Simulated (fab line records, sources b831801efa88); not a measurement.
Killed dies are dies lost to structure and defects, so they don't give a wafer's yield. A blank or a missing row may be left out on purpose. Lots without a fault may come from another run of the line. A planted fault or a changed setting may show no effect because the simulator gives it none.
Which tool did it? | flow sky130 | 13 lots, 39 wafers sampled, at 4 steps of a route of 708

WHAT THE GAUGES READ, wafer by wafer
SKY_VT_ADJUST_HVTP_OVL_MEAS_08. Usual: VT_ADJUST_HVTP_OVL -1.1 nm, standard deviation 1.6.
lot  | measured     | on         | VT_ADJUST_HVTP_OVL (nm) | flag
L878 | day 6 02:51  | overlay-02 | -1.7 -2.4 -0.2          |
L879 | day 6 06:33  | overlay-01 | -1.8 -1.6 -1.3          |
L880 | day 6 13:16  | overlay-01 | -3.2 -0.4 -1.9          |
L881 | day 6 16:46  | overlay-02 | 0.4 -0.1 -1.6           |
L882 | day 6 21:43  | overlay-01 | 0.0 0.1 -0.4            |
L889 | day 9 03:31  | overlay-02 | -0.8 -2.2 -1.0          |
L891 | day 9 08:23  | overlay-01 | -3.8 -3.3 -2.9          |
L892 | day 10 02:34 | overlay-02 | -1.8 -1.4 -2.0          |
L893 | day 10 14:53 | overlay-02 | -0.6 0.0 0.3            |
L894 | day 11 04:35 | overlay-01 | -3.6 -0.5 -3.6          |
L895 | day 11 04:53 | overlay-01 | -4.1 -2.9 -4.7          |
L898 | day 12 00:10 | overlay-01 | -2.2 -1.8 -1.5          |
L901 | day 12 07:50 | overlay-02 | -0.9 -0.7 -2.0          |

SKY_LDD_HVP_OVL_MEAS_07. Usual: LDD_HVP_OVL 0.6 nm, standard deviation 1.5.
lot  | measured     | on         | LDD_HVP_OVL (nm) | flag
L878 | day 21 08:58 | overlay-02 | 1.4 0.9 1.1      |
L879 | day 21 16:17 | overlay-01 | -0.1 0.8 0.0     |
L880 | day 22 02:16 | overlay-01 | 0.1 0.8 1.6      |
L881 | day 22 06:10 | overlay-02 | 2.2 1.1 2.9      |
L882 | day 22 12:52 | overlay-01 | 1.5 3.5 1.7      |
L889 | day 26 02:50 | overlay-01 | 0.6 2.5 1.5      |
L891 | day 26 09:52 | overlay-02 | -0.6 -0.8 -2.3   |
L892 | day 27 05:10 | overlay-01 | -0.4 -0.8 -1.1   |
L893 | day 28 05:01 | overlay-02 | -2.9 -3.0 -0.8   |
L894 | day 28 17:10 | overlay-02 | 1.8 1.4 0.9      |
L895 | day 28 17:28 | overlay-02 | -1.6 -2.3 -2.6   |
L898 | day 29 14:13 | overlay-01 | 1.0 -0.7 0.1     |
L901 | day 30 05:40 | overlay-02 | 1.6 3.6 -1.4     |

SKY_CONTACT_OVL_MEAS_15. Usual: CONTACT_OVL -1 nm, standard deviation 5.2.
lot  | measured     | on         | CONTACT_OVL (nm) | flag
L878 | day 31 06:33 | overlay-02 | 3 -2 6           |
L879 | day 31 18:18 | overlay-01 | 2 1 1            |
L880 | day 32 00:32 | overlay-01 | -3 -4 -2         |
L881 | day 32 05:20 | overlay-02 | -2 -4 -6         |
L882 | day 32 12:47 | overlay-01 | 1 -7 1           |
L889 | day 35 17:01 | overlay-02 | -8 -2 -7         |
L891 | day 35 18:50 | overlay-02 | -2 -8 -2         |
L892 | day 36 11:35 | overlay-01 | -7 -9 -16        |
L893 | day 37 10:02 | overlay-02 | 4 5 -2           |
L894 | day 37 23:14 | overlay-01 | 1 -7 -2          |
L895 | day 37 23:02 | overlay-01 | -8 -8 -7         |
L898 | day 38 15:08 | overlay-02 | 3 -5 -1          |
L901 | day 39 19:29 | overlay-02 | -3 1 -3          |

WHICH TOOL RAN EACH LOT (tool, then ch and the chambers of the sampled wafers, then the start)
lot  | SKY_NWELL_EXPOSE_20
L878 | iline_stepper-02 ch 0, day 5 00:29
L879 | iline_stepper-02 ch 0, day 5 03:53
L880 | iline_stepper-01 ch 0, day 5 10:26
L881 | iline_stepper-01 ch 0, day 5 14:13
L882 | iline_stepper-01 ch 0, day 5 18:58
L889 | iline_stepper-02 ch 0, day 7 19:10
L891 | iline_stepper-01 ch 0, day 8 00:40
L892 | iline_stepper-02 ch 0, day 8 15:55
L893 | iline_stepper-02 ch 0, day 9 04:28
L894 | iline_stepper-01 ch 0, day 9 17:35
L895 | iline_stepper-02 ch 0, day 9 17:58
L898 | iline_stepper-01 ch 0, day 10 11:55
L901 | iline_stepper-01 ch 0, day 10 20:27
- SKY_NWELL_EXPOSE_20: exposes mask NWM COMPLEMENT, target cd 840 nm.

WHAT THE TOOLS THEMSELVES READ (means of the sampled wafers that have a number; where no wafer has one, the mark that the record gives instead)
The record holds no such reading with a usual standard deviation.

THE ANSWER, worked out from the rows above alone
Rule: a lot is off if the mean of its wafers that have a number lies more than 3 standard deviations from the usual mean. A lot without any number at a reading at which 4 lots or more have one is off too. The other lots that the step has rows for count as sound. The gauges are gone through in route order, then the tools' own readings, and for those a lot's mean is taken as printed above. The first step at which some lot is off is used, and at that step the reading that is off furthest; a lot without a number counts as furthest.
No lot is off at any reading shown: from this, nothing can be told.

WHAT THE SIMULATOR HAD PUT IN
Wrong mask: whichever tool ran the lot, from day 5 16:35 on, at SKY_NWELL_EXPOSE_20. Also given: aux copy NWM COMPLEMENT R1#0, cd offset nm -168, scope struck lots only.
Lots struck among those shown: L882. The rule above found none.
